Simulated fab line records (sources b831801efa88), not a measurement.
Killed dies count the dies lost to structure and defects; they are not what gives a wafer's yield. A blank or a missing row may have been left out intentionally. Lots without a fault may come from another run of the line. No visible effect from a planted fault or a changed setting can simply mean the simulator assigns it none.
The tool behind it: which one?	flow gf180mcu	12 lots with 36 wafers sampled at 5 steps, on a route of 602 steps

== WHAT THE GAUGES READ, wafer by wafer ==
GF_DUAL_GATE_THK_MEAS_03.
lot	measured	on	DUAL_GATE_OXIDATION_00_THK (nm)
L164	day 8 06:04	film metro-01	11.04 11.16 10.99
L168	day 9 10:58	film metro-01	9.51 9.56 9.55
L170	day 9 20:11	film metro-04	9.31 9.38 9.24
L172	day 10 12:34	film metro-03	9.34 9.24 9.10
L175	day 11 05:13	film metro-01	11.08 11.13 10.99
L177	day 11 19:51	film metro-01	10.61 10.80 10.71
L180	day 12 15:09	film metro-03	11.08 11.04 10.89
L181	day 12 23:23	film metro-04	10.79 10.83 10.86
L182	day 13 07:33	film metro-01	10.53 10.70 10.53
L183	day 13 18:11	film metro-03	10.94 11.10 10.86
L184	day 13 22:31	film metro-04	11.18 11.36 11.21
L185	day 14 05:22	film metro-03	11.06 11.12 10.92

GF_DUAL_GATE_OVL_MEAS_11.
lot	measured	on	DUAL_GATE_OVL (nm)
L164	day 8 22:35	overlay-02	-0.2 0.1 0.0
L168	day 10 03:25	overlay-02	1.5 0.7 0.1
L170	day 10 13:26	overlay-02	0.0 0.3 -1.1
L172	day 11 06:38	overlay-02	-2.1 -1.5 -2.7
L175	day 11 23:53	overlay-02	-1.9 -2.2 -2.3
L177	day 12 14:31	overlay-01	-1.0 -1.6 -3.1
L180	day 13 11:01	overlay-01	-0.7 -0.8 -0.6
L181	day 13 19:05	overlay-01	1.6 4.3 3.0
L182	day 14 03:17	overlay-02	1.0 0.4 0.6
L183	day 14 14:20	overlay-01	1.1 1.8 -0.2
L184	day 14 18:35	overlay-01	0.6 0.0 0.3
L185	day 15 01:49	overlay-01	-2.3 -0.3 -2.6

== WHICH TOOL RAN EACH LOT (tool, then ch and the chambers of the sampled wafers, then the start) ==
lot	GF_MVPSD_STRIP_10	GF_VT_IMPLANT_STRIP_31	GF_DUAL_GATE_OXIDATION_02
L164	plasma asher-02 ch 0,1, day 5 12:46	plasma asher-04 ch 0, day 7 11:07	furnace-01 ch 0, day 8 04:37
L168	plasma asher-02 ch 0,1, day 6 15:08	plasma asher-01 ch 0,1, day 8 15:52	furnace-01 ch 0, day 9 09:31
L170	plasma asher-01 ch 0,1, day 6 23:28	plasma asher-02 ch 0,1, day 9 00:07	furnace-01 ch 0, day 9 18:44
L172	plasma asher-03 ch 0,1, day 7 14:50	plasma asher-02 ch 0,1, day 9 16:25	furnace-01 ch 0, day 10 11:07
L175	plasma asher-01 ch 0,1, day 8 05:31	plasma asher-04 ch 0,1, day 10 08:40	furnace-02 ch 0, day 11 03:46
L177	plasma asher-02 ch 0,1, day 8 19:05	plasma asher-01 ch 0,1, day 10 23:04	furnace-02 ch 0, day 11 18:24
L180	plasma asher-03 ch 0,1, day 9 12:16	plasma asher-01 ch 0,1, day 11 17:43	furnace-02 ch 0, day 12 13:43
L181	plasma asher-03 ch 0,1, day 9 19:22	plasma asher-01 ch 0,1, day 12 01:48	furnace-02 ch 0, day 12 21:55
L182	plasma asher-03 ch 0,1, day 9 23:37	plasma asher-02 ch 0,1, day 12 06:29	furnace-02 ch 0, day 13 06:05
L183	plasma asher-02 ch 0,1, day 10 08:29	plasma asher-01 ch 0,1, day 12 16:52	furnace-01 ch 0, day 13 16:44
L184	plasma asher-02 ch 0,1, day 10 12:49	plasma asher-01 ch 0,1, day 12 20:38	furnace-01 ch 0, day 13 21:04
L185	plasma asher-03 ch 0,1, day 10 18:53	plasma asher-02 ch 0,1, day 13 04:07	furnace-01 ch 0, day 14 03:56
- GF_MVPSD_STRIP_10: strips in O2/N2.
- GF_VT_IMPLANT_STRIP_31: strips in O2/N2.
- GF_DUAL_GATE_OXIDATION_02: stabilise 600 s, purge 300 s, target thk 10.887 nm.

== WHAT THE TOOLS THEMSELVES READ (means of the sampled wafers that have a number; where no wafer has one, the mark that the record gives instead) ==
GF_MVPSD_STRIP_10.
lot	tool	drypump motor current A (A)	heater power w (W)	oes product au (a.u.)	platen temp c (C)	strip time to endpoint s (s)
L164	plasma asher-02	6.2	349	0.719	249.94	37.01
L168	plasma asher-02	6.2	350	0.717	249.94	36.87
L170	plasma asher-01	6.0	355	0.721	250.00	36.90
L172	plasma asher-03	5.0	296	0.722	250.09	36.93
L175	plasma asher-01	6.0	357	0.720	250.07	36.91
L177	plasma asher-02	6.1	332	0.715	249.96	36.83
L180	plasma asher-03	5.0	302	0.720	249.91	36.82
L181	plasma asher-03	4.9	295	0.718	250.07	36.90
L182	plasma asher-03	5.0	299	0.719	250.06	37.09
L183	plasma asher-02	6.1	336	0.720	249.77	36.91
L184	plasma asher-02	6.0	332	0.723	250.14	36.94
L185	plasma asher-03	5.0	301	0.717	249.78	36.96

GF_VT_IMPLANT_STRIP_31.
lot	tool	drypump motor current A (A)	heater power w (W)	oes product au (a.u.)	platen temp c (C)	strip time to endpoint s (s)
L164	plasma asher-04	5.4	340	0.718	250.04	12.58
L168	plasma asher-01	6.4	343	0.714	250.10	12.58
L170	plasma asher-02	6.2	354	0.716	249.94	12.64
L172	plasma asher-02	6.2	352	0.714	250.01	12.64
L175	plasma asher-04	5.2	339	0.712	250.01	12.69
L177	plasma asher-01	6.0	353	0.712	249.91	12.69
L180	plasma asher-01	6.0	358	0.714	250.00	12.60
L181	plasma asher-01	6.0	359	0.718	249.94	12.64
L182	plasma asher-02	6.1	338	0.720	249.86	12.64
L183	plasma asher-01	6.0	362	0.713	250.12	12.61
L184	plasma asher-01	6.0	365	0.717	249.86	12.60
L185	plasma asher-02	6.1	342	0.718	250.08	12.62

GF_DUAL_GATE_OXIDATION_02.
lot	tool	spike tc bottom C (C)	spike tc lower C (C)
L164	furnace-01	920.7	899.3
L168	furnace-01	919.9	899.0
L170	furnace-01	920.8	899.3
L172	furnace-01	921.9	899.2
L175	furnace-02	923.4	901.0
L177	furnace-02	923.0	901.0
L180	furnace-02	923.2	900.1
L181	furnace-02	923.4	901.2
L182	furnace-02	922.6	900.2
L183	furnace-01	920.1	898.0
L184	furnace-01	921.4	897.9
L185	furnace-01	920.6	898.8

== THE ANSWER, worked out from the rows above alone ==
Rule: usual is defined by the lots themselves. The widest of any qualifying gaps counts: lots, ordered by their means at a reading, are off when they make up no more than a third of the lots, leave a main group of 4 or more, and stand apart from it by 3 or more times the standard deviation of that group's means. A main group is skipped when, at the precision printed for the reading in the tables above, its means are all equal. Also off: a lot with no number at a reading for which 4 or more lots have one. Any other lot the step has rows for is counted as sound. After the gauges, taken in route order, come the tools' own readings; for these a lot's mean is taken, as printed above. At the first step where some lot is off, the reading lying furthest off is the one used; lots without a number count as furthest.
Off: at GF_DUAL_GATE_THK_MEAS_03 (DUAL_GATE_OXIDATION_00_THK), L168, L170, L172. For the main group the mean is 10.94 nm and the standard deviation 0.19.
A tool fits if, at a process step before that reading, it ran every lot that is off, and no sound lot after the first of them. Those tools and the gauges at GF_DUAL_GATE_THK_MEAS_03 are tried in the same way. No candidate that was tried fits.

== WHAT HAD BEEN PUT IN BY THE SIMULATOR ==
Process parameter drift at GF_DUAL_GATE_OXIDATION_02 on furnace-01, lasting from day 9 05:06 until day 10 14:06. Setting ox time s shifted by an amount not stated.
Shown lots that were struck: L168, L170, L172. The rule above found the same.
